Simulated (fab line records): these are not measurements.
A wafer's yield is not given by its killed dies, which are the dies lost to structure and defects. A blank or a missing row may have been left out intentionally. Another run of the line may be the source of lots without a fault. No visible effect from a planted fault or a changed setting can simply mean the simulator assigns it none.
A lot that was struck, set against a sound lot || flow sky130 || 14 steps out of a route of 708
Sound: the wafers L500.1, L500.2, L500.5. Struck: wafers L519.1, L519.2, L519.4. The cause comes at the end.
At each step with rows: each side's tool, then ch and its chambers, then its first start. Under that, the readings that differ: sound wafers || struck wafers || difference of the means || sigmas: that difference in standard deviations of wafers without a fault.
alike: a reading whose means differ by less than 2 such deviations, as well as words and numbers matching on both sides. not compared: withheld readings; readings where some wafer has no value; bounds like >300 that might hide an equal value; numbers whose values overlap and for which the record gives no deviation.
The two part at a step that has a row with sigmas, a row that says differs or no value, or rows on one side only. Numbers that don't overlap but have no deviation are shown without sigmas and don't part them. A reading that every wafer of one side lacks parts them only if that side has two wafers or more.

first, 3 steps without rows for these wafers: SKY_POLY_CUT_EXPOSE_05 (exposes mask NPCM, target cd 270 nm); SKY_POLY_CUT_PEB_06; SKY_POLY_CUT_DEVELOP_07 (develop time 60 s).
SKY_POLY_CUT_CD_MEAS_08: target cd 270 nm.
  sound on cd sem-01, day 24 12:04; struck on cd sem-02, day 30 20:05
  alike: cd nm
SKY_POLY_CUT_OVL_MEAS_09:
  sound on overlay-01, day 24 12:11; struck on overlay-01, day 30 20:13
  alike: POLY_CUT_OVL
SKY_POLY_CUT_ETCH_10: etches BARC in N2/H2, stops on SiO2, time 45.9 s, target depth 60 nm.
  sound on rie diel-04 ch 0,1, day 24 12:14; struck on rie diel-02 ch 0,1,3, day 30 20:14
  alike: chamber pressure mTorr, drypump motor current A, h2 flow sccm, oes product au, throttle valve pct
  not compared: rf hours counter h
SKY_POLY_CUT_ETCH_11: etches Si3N4 in CF4/CH2F2/Ar, stops on poly-Si, time 42.5 s, target depth 60 nm.
  sound on rie diel-04 ch 0,1, day 24 12:16; struck on rie diel-02 ch 0,1,3, day 30 20:17
  alike: chamber pressure mTorr, drypump motor current A, mfc ar sccm, oes product au, throttle valve pct
  not compared: rf hours counter h
SKY_POLY_CUT_STRIP_12: strips in O2/N2.
  sound on plasma asher-01 ch 0,1, day 24 12:19; struck on plasma asher-03 ch 0,1, day 30 20:19
  alike: chamber pressure mTorr, drypump motor current A, oes product au, strip time to endpoint s
  not compared: rf hours counter h
then, 4 steps without rows for these wafers: SKY_SD_P_DEHYDRATE_00 (time 60 s); SKY_SD_P_HMDS_01 (prime time 60 s); SKY_SD_P_COAT_02 (resist thk 1140 nm); SKY_SD_P_SOFTBAKE_03 (time 60 s).
SKY_SD_P_EXPOSE_04: exposes mask PSDM, target cd 380 nm.
  struck on iline stepper-02, day 31 10:50; sound on iline stepper-02 ch 0, day 25 02:56
  no value came back on the struck wafers for exposure dose mJ cm2, focus offset nm (nm); on the sound wafers exposure dose mJ cm2 reads 137.86 137.98 137.80
  alike: mask
next, for these wafers, 1 step has no rows: SKY_SD_P_PEB_05.

== WHERE THEY PART ==
Only at SKY_SD_P_EXPOSE_04, within this record.

WHY: what had been put in by the simulator
Entire step skipped (iline stepper-02, SKY_SD_P_EXPOSE_04), from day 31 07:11 onward. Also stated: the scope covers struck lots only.
